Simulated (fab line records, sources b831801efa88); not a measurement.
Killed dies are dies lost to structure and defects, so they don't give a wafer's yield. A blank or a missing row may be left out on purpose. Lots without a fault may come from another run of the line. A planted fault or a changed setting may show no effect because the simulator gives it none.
Chamber matching | flow sky130 | SKY_CAP2M_CVD_00 on pecvd-02: 3 sister chambers
The step deposits SiO2, target thk 15.5 nm. 3 wafers are shown with their chamber, then 7 later ones without.

WAFERS WITH THEIR CHAMBER
wafer  | chamber | susceptor_temp_C (C)
L084.3 | 2       | 400.45
L085.2 | 1       | 400.15
L085.3 | 0       | 400.02

WAFERS WITHOUT THEIR CHAMBER
wafer  | susceptor_temp_C (C)
L085.4 | 400.47
L090.2 | 399.60
L090.5 | 399.74
L090.6 | 399.32
L092.1 | 400.43
L092.5 | 399.89
L092.6 | 400.11

WHICH CHAMBER EACH WENT THROUGH
wafer  | from the rows above          | in truth
L085.4 | can't be placed: 2 or 1 or 0 | 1
L090.2 | can't be placed: 0 or 1 or 2 | 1
L090.5 | can't be placed: 0 or 1 or 2 | 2
L090.6 | can't be placed: 0 or 1 or 2 | 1
L092.1 | can't be placed: 2 or 1 or 0 | 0
L092.5 | can't be placed: 0 or 1 or 2 | 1
L092.6 | can't be placed: 1 or 0 or 2 | 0
Placed correctly: 0 of 7. Can't be placed from these rows: 7 (the true chamber is among the candidates in 7). Placed wrongly: 0.
How it was worked out, from the rows above alone: a wafer's distance from a chamber is the root of the sum, over the readings, of the square of ((its reading less the chamber's mean) divided by the reading's scatter). The wafer belongs to the nearest chamber; if the next one is less than 2 further off, it can't be placed. A chamber's mean is the mean of its shown wafers. The scatter: with one shown wafer a chamber, the root of the mean of the squares of how far each hidden wafer lies from its nearest shown one.
